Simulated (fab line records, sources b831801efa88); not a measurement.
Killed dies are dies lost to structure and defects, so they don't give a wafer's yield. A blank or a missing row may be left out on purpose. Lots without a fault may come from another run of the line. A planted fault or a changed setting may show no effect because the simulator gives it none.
Chamber matching | flow gf180mcu | GF_V5_CVD_02 on pecvd-03: 3 sister chambers
The step deposits SiO2 from TEOS, target thk 1450 nm, time 163.28 s. 6 wafers are shown with their chamber, then 8 later ones without.

WAFERS WITH THEIR CHAMBER
wafer  | chamber | rf_fwd_power_W (W) | heater_power_w (W)
L079.4 | 2       | 595.9              | 785
L085.3 | 2       | 594.7              | 801
L085.6 | 0       | 597.6              | 710
L088.2 | 0       | 597.7              | 856
L088.5 | 1       | 597.6              | 630
L090.2 | 1       | 595.5              | 798

WAFERS WITHOUT THEIR CHAMBER
wafer  | rf_fwd_power_W (W) | heater_power_w (W)
L090.4 | 598.7              | 701
L090.5 | 596.5              | 628
L091.3 | 599.2              | 731
L091.4 | 598.6              | 790
L091.6 | 598.0              | 788
L097.1 | 596.3              | 903
L097.5 | 596.9              | 632
L097.6 | 597.9              | 725

WHICH CHAMBER EACH WENT THROUGH
wafer  | from the rows above          | in truth
L090.4 | can't be placed: 0 or 1      | 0
L090.5 | can't be placed: 1 or 0 or 2 | 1
L091.3 | can't be placed: 0 or 1      | 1
L091.4 | can't be placed: 0 or 1      | 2
L091.6 | can't be placed: 0 or 1      | 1
L097.1 | can't be placed: 2 or 0 or 1 | 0
L097.5 | can't be placed: 1 or 0 or 2 | 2
L097.6 | can't be placed: 0 or 1      | 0
Placed correctly: 0 of 8. Can't be placed from these rows: 8 (the true chamber is among the candidates in 7). Placed wrongly: 0.
How it was worked out, from the rows above alone: a wafer's distance from a chamber is the root of the sum, over the readings, of the square of ((its reading less the chamber's mean) divided by the reading's scatter). The wafer belongs to the nearest chamber; if the next one is less than 2 further off, it can't be placed. A chamber's mean is the mean of its shown wafers. The scatter: the root of (the sum of the squares of (reading less its chamber's mean) over the shown wafers, divided by (wafers less chambers)).
